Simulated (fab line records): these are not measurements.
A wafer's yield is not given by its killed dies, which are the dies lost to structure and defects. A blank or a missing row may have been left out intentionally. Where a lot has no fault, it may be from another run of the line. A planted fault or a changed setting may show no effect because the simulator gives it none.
Check of tool commonality -- flow gf180mcu -- 13 lots, 39 wafers sampled

WHY IT WAS OPENED
At GF_PSD_TW_MEAS_11 the reading PSD_TW is flagged on 1 of 13 lots. Wafers without a fault read 3160, standard deviation 20.
Rule: flag the lot when none of its wafers has a number, or when each of its wafers that has one lies beyond 4 standard deviations from that mean. As for the other lots, they are considered sound.

lot,measured,on,"PSD_TW, wafer by wafer",flag
L401,day 14 07:00,film-metro-03,3165 3158 3156,
L403,day 14 22:13,film-metro-03,3158 3150 3159,
L404,day 15 06:56,film-metro-03,3196 3208 3211,
L407,day 16 08:39,film-metro-04,3167 3173 3167,
L413,day 18 16:15,film-metro-01,30 30 30,FLAGGED
L417,day 20 03:50,film-metro-04,3171 3156 3156,
L418,day 20 08:39,film-metro-01,3174 3165 3177,
L419,day 20 23:49,film-metro-04,3164 3168 3167,
L420,day 21 04:48,film-metro-04,3162 3147 3154,
L421,day 21 10:25,film-metro-04,3151 3144 3141,
L422,day 21 17:35,film-metro-04,3153 3151 3155,
L423,day 22 03:57,film-metro-03,3202 3189 3187,
L424,day 22 14:06,film-metro-04,3142 3180 3166,
Flagged lots average 30: -3130 relative to the usual, that is -99 or more standard deviations.

TOOL THAT RAN EACH LOT
The record holds 1 process step before the reading, out of a route of 602 steps. Every cell lists first the tool, next ch and the chambers used by the sampled wafers, and last the start.
lot,flag,GF_PSD_EXPOSE_04
L401,,"iline-stepper-01 ch 0, day 13 20:38"
L403,,"iline-stepper-01 ch 0, day 14 11:17"
L404,,"iline-stepper-02 ch 0, day 14 20:28"
L407,,"iline-stepper-02 ch 0, day 15 22:02"
L413,FLAGGED,"iline-stepper-02 ch 0, day 18 04:26"
L417,,"iline-stepper-02 ch 0, day 19 14:43"
L418,,"iline-stepper-02 ch 0, day 19 20:17"
L419,,"iline-stepper-02 ch 0, day 20 11:38"
L420,,"iline-stepper-01 ch 0, day 20 15:59"
L421,,"iline-stepper-01 ch 0, day 20 21:59"
L422,,"iline-stepper-01 ch 0, day 21 05:35"
L423,,"iline-stepper-01 ch 0, day 21 15:41"
L424,,"iline-stepper-01 ch 0, day 22 01:47"
These steps, and what they do:
- GF_PSD_EXPOSE_04: exposes mask Pplus, target cd 400 nm.
- GF_PSD_TW_MEAS_11

FLAGGED OVER TOTAL, TOOL BY TOOL (the gauges that took the reading come last)
step,tool,lots run,flagged,share of the flagged lots,sound lots run after its first flagged lot
GF_PSD_EXPOSE_04,iline-stepper-01,7,0,none,-
GF_PSD_EXPOSE_04,iline-stepper-02,6,1,all,"3 (L417,L418,L419)"
GF_PSD_TW_MEAS_11,film-metro-01,2,1,all,1 (L418)
GF_PSD_TW_MEAS_11,film-metro-03,4,0,none,-
GF_PSD_TW_MEAS_11,film-metro-04,7,0,none,-

THE TABLE: WHAT IT ALLOWS
Every flagged lot went through 2 rows of the table: iline-stepper-02 at GF_PSD_EXPOSE_04 and film-metro-01 at GF_PSD_TW_MEAS_11.
- iline-stepper-02 at GF_PSD_EXPOSE_04: 1 of its 6 lots flagged. Sound lots ran on it after the first flagged one (L417, L418, L419), which a lasting fault on the whole tool wouldn't allow.
- film-metro-01 at GF_PSD_TW_MEAS_11: 1 of its 2 lots flagged. Sound lots ran on it after the first flagged one (L418), which a lasting fault on the whole tool wouldn't allow.
None of the table's rows ran every flagged lot and, after the first, no sound lot.

WHAT WAS PUT IN BY THE SIMULATOR
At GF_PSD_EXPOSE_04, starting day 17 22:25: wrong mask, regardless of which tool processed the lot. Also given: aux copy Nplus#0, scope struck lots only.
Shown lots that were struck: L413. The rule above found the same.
